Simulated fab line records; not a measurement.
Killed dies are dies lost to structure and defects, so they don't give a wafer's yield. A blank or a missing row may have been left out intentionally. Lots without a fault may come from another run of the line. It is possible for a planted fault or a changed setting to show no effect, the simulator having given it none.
fab line records    flow sky130
record: lots: 12  wafers: 36  last_day: 50
route steps=708 shown SD_N@356 VIA1@458 METAL2@498 VIA2@509
lots that met no fault: taken from a fault-free run of the same line
start_h: hours from the record's first day to the start of the lot's first wafer shown    wait_h: hours elapsed since this lot's preceding step    " same as the row above    L1.1+2: one row covering several wafers at once    - no value present, or no start provided    * or withheld: withheld    < > ~ a bound
route shown NAME@n: a module of which the file shows steps, and the number in the route of the first    usual: mean/standard deviation taken from wafers without a fault    same: alike in all rows    chamber/n: place in a boat    sites: each site's reading    _std_site: their standard deviation    _edge_site: inner sites' mean taken away from outer sites' mean    radius_mm: for every site, how far away it sits from the centre of the wafer    mask NAME#n: copy n    behind: the most recent tool/chamber to have shaped the wafer    hold: cause of the lot's hold/its duration in hours/its outcome    device: which transistor (n, p or np) failed to switch    end of line: the same wafers' tests at the end of the route    step lacking rows: just its recipe    killed: not the wafer's yield, but the dies lost to structure and defects at the first sort    map: per-die view of a wafer (x killed, . not killed, _ where there is no die)
set.NAME: setting as actually run; set.NAME@STEP: the setting as run at that earlier step    model.NAME: the simulator's own value behind a step, which no gauge read
steps of the route over a sample of lots; a table a step, a row a wafer
services: from which hour (start_h, from the record's first day; less than 0 if before it) a tool's chamber was out of use, for how many hours, and why
== steps ==
step: SKY_SD_N_RTA_14
recipe: temp_c: 1075  time_s: 2  idle_temp_c: 650  ramp_up_c_per_s: 150  ramp_down_c_per_s: 90  ambient: N2
usual: lamp_power_pct: 15.73/0.052  wafer_temp_C_max: 1078.4/1.4
lot.wafer  tool           chamber  start_h  wait_h  lamp_power_pct  wafer_temp_C_max
L386.2     rtp_anneal-02  0        634.16   0.0     15.72           1076.5
L386.3     "              0        "        "       15.82           1079.9
L386.5     "              0        "        "       15.73           1076.5
L387.1     rtp_anneal-01  0        656.79   0.0     15.75           1078.7
L387.4     "              0        "        "       15.74           1076.6
L387.6     "              0        "        "       15.71           1081.9
L389.3     rtp_anneal-01  0        682.07   0.0     15.73           1079.8
L389.5     "              0        "        "       15.72           1079.7
L389.6     "              0        "        "       15.64           1078.3
L392.2     rtp_anneal-01  0        705.42   0.0     15.75           1080.3
L392.3     "              0        "        "       15.69           1078.4
L392.4     "              0        "        "       15.66           1081.4
L393.3     rtp_anneal-02  0        706.88   0.0     15.68           1079.2
L393.4     "              0        "        "       15.72           1078.0
L393.5     "              0        "        "       15.77           1076.8
L394.3     rtp_anneal-02  0        719.59   0.0     15.72           1077.1
L394.4     "              0        "        "       15.75           1079.2
L394.5     "              0        "        "       15.71           1078.0
L396.2     rtp_anneal-01  0        743.05   0.0     15.76           1079.8
L396.3     "              0        "        "       15.68           1080.0
L396.5     "              0        "        "       15.83           1078.5
L401.2     rtp_anneal-01  0        768.87   0.0     15.73           1077.9
L401.3     "              0        "        "       15.70           1077.3
L401.4     "              0        "        "       15.74           1079.6
L406.3     rtp_anneal-02  0        807.77   0.0     15.71           1077.7
L406.4     "              0        "        "       15.82           1078.7
L406.5     "              0        "        "       15.78           1076.0
L407.1     rtp_anneal-01  0        813.15   0.0     15.69           1079.1
L407.3     "              0        "        "       15.86           1080.8
L407.4     "              0        "        "       15.72           1079.5
L408.2     rtp_anneal-02  0        822.90   0.0     15.64           1076.6
L408.3     "              0        "        "       15.70           1077.3
L408.4     "              0        "        "       15.73           1076.1
L409.2     rtp_anneal-01  0        824.86   0.0     15.74           1079.5
L409.5     "              0        "        "       15.77           1078.7
L409.6     "              0        "        "       15.78           1080.7
step: SKY_VIA1_HDPCVD_00
recipe: material: SiO2  target_thk_nm: 1030  sigma_open_frac: 0.3  time_s: 171.7  temp_c: 400  sih4_flow_sccm: 60  pressure_mtorr: 6
usual: pressure_mtorr: 6.000/0.012  sih4_flow_sccm: 59.99/0.16
lot.wafer  tool       chamber  start_h  wait_h  pressure_mtorr  sih4_flow_sccm
L386.2     hdpcvd-01  1        754.58   0.0     6.020           59.95
L386.3     "          2        "        "       6.006           60.04
L386.5     "          0        "        "       5.986           59.79
L387.1     hdpcvd-02  0        773.54   0.0     6.040           60.19
L387.4     "          0        "        "       6.015           60.12
L387.6     "          1        "        "       6.020           60.15
L389.3     hdpcvd-02  1        798.67   0.1     6.013           60.03
L389.5     "          1        "        "       6.002           59.85
L389.6     "          0        "        "       6.019           60.15
L392.2     hdpcvd-02  1        821.27   0.0     5.992           60.10
L392.3     "          2        "        "       5.990           59.75
L392.4     "          0        "        "       6.023           60.31
L393.3     hdpcvd-01  0        822.56   0.1     5.991           59.88
L393.4     "          1        "        "       6.003           59.77
L393.5     "          0        "        "       6.004           59.85
L394.3     hdpcvd-02  2        834.72   0.0     5.979           59.89
L394.4     "          0        "        "       5.996           60.07
L394.5     "          2        "        "       5.989           59.86
L396.2     hdpcvd-02  0        857.17   0.0     6.018           59.89
L396.3     "          1        "        "       5.989           59.89
L396.5     "          1        "        "       5.986           60.15
L401.2     hdpcvd-01  0        882.17   0.0     6.015           60.17
L401.3     "          1        "        "       6.003           60.11
L401.4     "          0        "        "       6.007           59.91
L406.3     hdpcvd-02  0        916.41   0.0     6.011           48.04
L406.4     "          1        "        "       5.999           48.15
L406.5     "          0        "        "       6.008           48.05
L407.1     hdpcvd-02  0        923.05   0.0     6.018           48.02
L407.3     "          2        "        "       5.987           47.84
L407.4     "          0        "        "       6.011           47.94
L408.2     hdpcvd-01  1        931.81   0.0     5.995           59.84
L408.3     "          2        "        "       6.004           59.86
L408.4     "          1        "        "       5.999           60.11
L409.2     hdpcvd-01  0        933.57   0.0     5.995           60.00
L409.5     "          1        "        "       6.007           60.18
L409.6     "          0        "        "       6.003           60.00
step: SKY_VIA1_THK_MEAS_01
recipe: reads: SiO2_of_VIA1_HDPCVD_00
usual: VIA1_HDPCVD_THK: 1040/9.4
lot.wafer  tool           chamber  start_h  wait_h  VIA1_HDPCVD_THK[nm]
L386.2     film_metro-02  -        754.70   0.1     1041
L386.3     "              -        "        "       1036
L386.5     "              -        "        "       1057
L387.1     film_metro-01  -        773.66   0.1     1041
L387.4     "              -        "        "       1048
L387.6     "              -        "        "       1062
L389.3     film_metro-01  -        798.80   0.1     1041
L389.5     "              -        "        "       1032
L389.6     "              -        "        "       1031
L392.2     film_metro-02  -        821.39   0.1     1051
L392.3     "              -        "        "       1049
L392.4     "              -        "        "       1045
L393.3     film_metro-01  -        822.70   0.1     1024
L393.4     "              -        "        "       1022
L393.5     "              -        "        "       1033
L394.3     film_metro-01  -        834.85   0.1     1042
L394.4     "              -        "        "       1042
L394.5     "              -        "        "       1044
L396.2     film_metro-02  -        857.29   0.1     1031
L396.3     "              -        "        "       1032
L396.5     "              -        "        "       1037
L401.2     film_metro-01  -        882.29   0.1     1043
L401.3     "              -        "        "       1042
L401.4     "              -        "        "       1026
L406.3     film_metro-03  -        916.54   0.1     838
L406.4     "              -        "        "       832
L406.5     "              -        "        "       831
L407.1     film_metro-03  -        923.17   0.1     844
L407.3     "              -        "        "       851
L407.4     "              -        "        "       840
L408.2     film_metro-02  -        931.93   0.1     1045
L408.3     "              -        "        "       1048
L408.4     "              -        "        "       1052
L409.2     film_metro-01  -        933.69   0.1     1040
L409.5     "              -        "        "       1034
L409.6     "              -        "        "       1044
step: SKY_METAL2_CD_MEAS_15
recipe: target_cd_nm: 140
usual: cd_nm: 140.3/1.7
lot.wafer  tool       chamber  start_h  wait_h  cd_nm
L386.2     cd_sem-02  -        810.00   -       139.0
L386.3     "          -        "        "       138.1
L386.5     "          -        "        "       139.5
L387.1     cd_sem-01  -        830.10   -       138.4
L387.4     "          -        "        "       137.3
L387.6     "          -        "        "       138.2
L389.3     cd_sem-02  -        854.32   -       140.6
L389.5     "          -        "        "       141.1
L389.6     "          -        "        "       141.5
L392.2     cd_sem-01  -        875.95   -       138.2
L392.3     "          -        "        "       141.5
L392.4     "          -        "        "       140.7
L393.3     cd_sem-02  -        876.54   -       141.0
L393.4     "          -        "        "       140.8
L393.5     "          -        "        "       140.5
L394.3     cd_sem-01  -        888.42   -       139.4
L394.4     "          -        "        "       138.6
L394.5     "          -        "        "       138.7
L396.2     cd_sem-02  -        910.28   -       143.0
L396.3     "          -        "        "       141.7
L396.5     "          -        "        "       142.3
L401.2     cd_sem-02  -        935.85   -       139.9
L401.3     "          -        "        "       139.7
L401.4     "          -        "        "       138.8
L406.3     cd_sem-01  -        967.99   -       142.0
L406.4     "          -        "        "       143.4
L406.5     "          -        "        "       142.9
L407.1     cd_sem-02  -        973.95   -       138.9
L407.3     "          -        "        "       139.3
L407.4     "          -        "        "       139.2
L408.2     cd_sem-02  -        982.73   -       140.0
L408.3     "          -        "        "       141.5
L408.4     "          -        "        "       141.0
L409.2     cd_sem-02  -        984.62   -       138.9
L409.5     "          -        "        "       139.6
L409.6     "          -        "        "       139.7
step: SKY_VIA2_CMP_02
recipe: material: SiO2  down_force_psi: 4  platen_rpm: 60  pad_velocity_m_s: 0.94248
usual: motor_current_A: 12.7/1.1  slurry_flow_ml_min: 150.0/0.45
lot.wafer  tool    chamber  start_h  wait_h  motor_current_A  slurry_flow_ml_min
L386.2     cmp-02  1        811.09   0.0     10.2             150.9
L386.3     "       2        "        "       12.5             150.1
L386.5     "       1        "        "       9.9              150.2
L387.1     cmp-01  0        831.31   0.1     13.1             150.2
L387.4     "       1        "        "       12.6             149.7
L387.6     "       3        "        "       13.7             150.4
L389.3     cmp-02  1        855.39   0.0     10.2             150.4
L389.5     "       1        "        "       10.6             150.7
L389.6     "       2        "        "       13.1             150.0
L392.3     cmp-02  1        877.04   0.0     10.1             149.6
L392.4     "       2        "        "       12.5             150.8
L392.2     "       3        "        "       13.0             150.5
L393.3     cmp-02  3        877.81   0.0     13.5             149.6
L393.4     "       1        "        "       10.9             149.8
L393.5     "       3        "        "       13.8             149.9
L394.4     cmp-02  2        889.54   0.1     12.6             148.7
L394.3     "       3        "        "       13.8             150.1
L394.5     "       2        "        "       12.6             149.8
L396.3     cmp-01  1        911.41   0.1     12.6             149.7
L396.2     "       2        "        "       13.4             149.1
L396.5     "       2        "        "       13.6             150.4
L401.4     cmp-02  2        936.94   0.0     12.8             149.9
L401.3     "       0        "        "       11.2             150.7
L401.2     "       1        "        "       10.7             149.7
L406.3     cmp-01  2        969.07   0.0     13.9             149.9
L406.4     "       3        "        "       14.1             150.1
L406.5     "       3        "        "       13.8             150.1
L407.1     cmp-02  1        975.07   0.1     10.5             149.8
L407.4     "       2        "        "       12.5             150.1
L407.3     "       0        "        "       11.7             150.2
L408.4     cmp-01  3        984.04   0.0     13.4             150.2
L408.3     "       1        "        "       12.0             149.1
L408.2     "       2        "        "       13.6             150.2
L409.2     cmp-01  2        986.21   0.0     13.7             150.2
L409.5     "       2        "        "       14.2             150.3
L409.6     "       3        "        "       14.1             149.7
== services ==
tool           chamber  start_h  hours  kind
rtp_anneal-02  -        626.97   5.7    pm
cmp-01         -        640.66   4.3    repair
cmp-01         -        643.32   2.0    repair
cmp-02         -        644.48   0.6    repair
hdpcvd-01      -        650.75   15.0   pm
hdpcvd-01      -        665.42   1.3    repair
hdpcvd-02      -        681.93   1.4    repair
cmp-02         -        696.19   0.7    repair
hdpcvd-02      -        700.56   2.8    pm
cmp-01         -        711.22   4.5    pm
cmp-02         -        744.19   4.0    pm
hdpcvd-02      -        766.24   3.1    repair
hdpcvd-02      2        789.21   13.3   repair
hdpcvd-01      2        821.97   16.0   repair
cmp-02         -        826.83   1.9    repair
hdpcvd-01      0        843.79   5.3    repair
cmp-02         -        856.16   11.8   repair
hdpcvd-01      -        865.72   1.6    repair
cmp-02         -        867.97   5.5    pm
cmp-02         -        937.50   2.1    repair
hdpcvd-02      -        950.25   15.0   pm
hdpcvd-02      0        951.00   2.0    repair
hdpcvd-02      -        965.25   14.6   pm
hdpcvd-02      0        980.43   25.7   repair
== key ==
first_sign: step: SKY_VIA1_HDPCVD_00  reading: sih4_flow_sccm  direction: down  sigmas: 74  usual: 59.99  struck: 48.01
effect: step: SKY_VIA1_THK_MEAS_01  reading: VIA1_HDPCVD_THK  direction: down  sigmas: 21  usual: 1040  struck: 839
met_at SKY_VIA1_HDPCVD_00
struck_lots L406,L407
not_acting_at SKY_SD_N_RTA_14,SKY_METAL2_CD_MEAS_15,SKY_VIA2_CMP_02
onset_between 857.17 916.41
fault: kind: process_parameter_drift  tool: hdpcvd-02  chamber: -  onset_h: 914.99  steps: SKY_VIA1_HDPCVD_00  channel: sih4_flow_sccm  offset: -12  shape: step  end_h: 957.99  acts_in: these_recipes_only  stated: 60
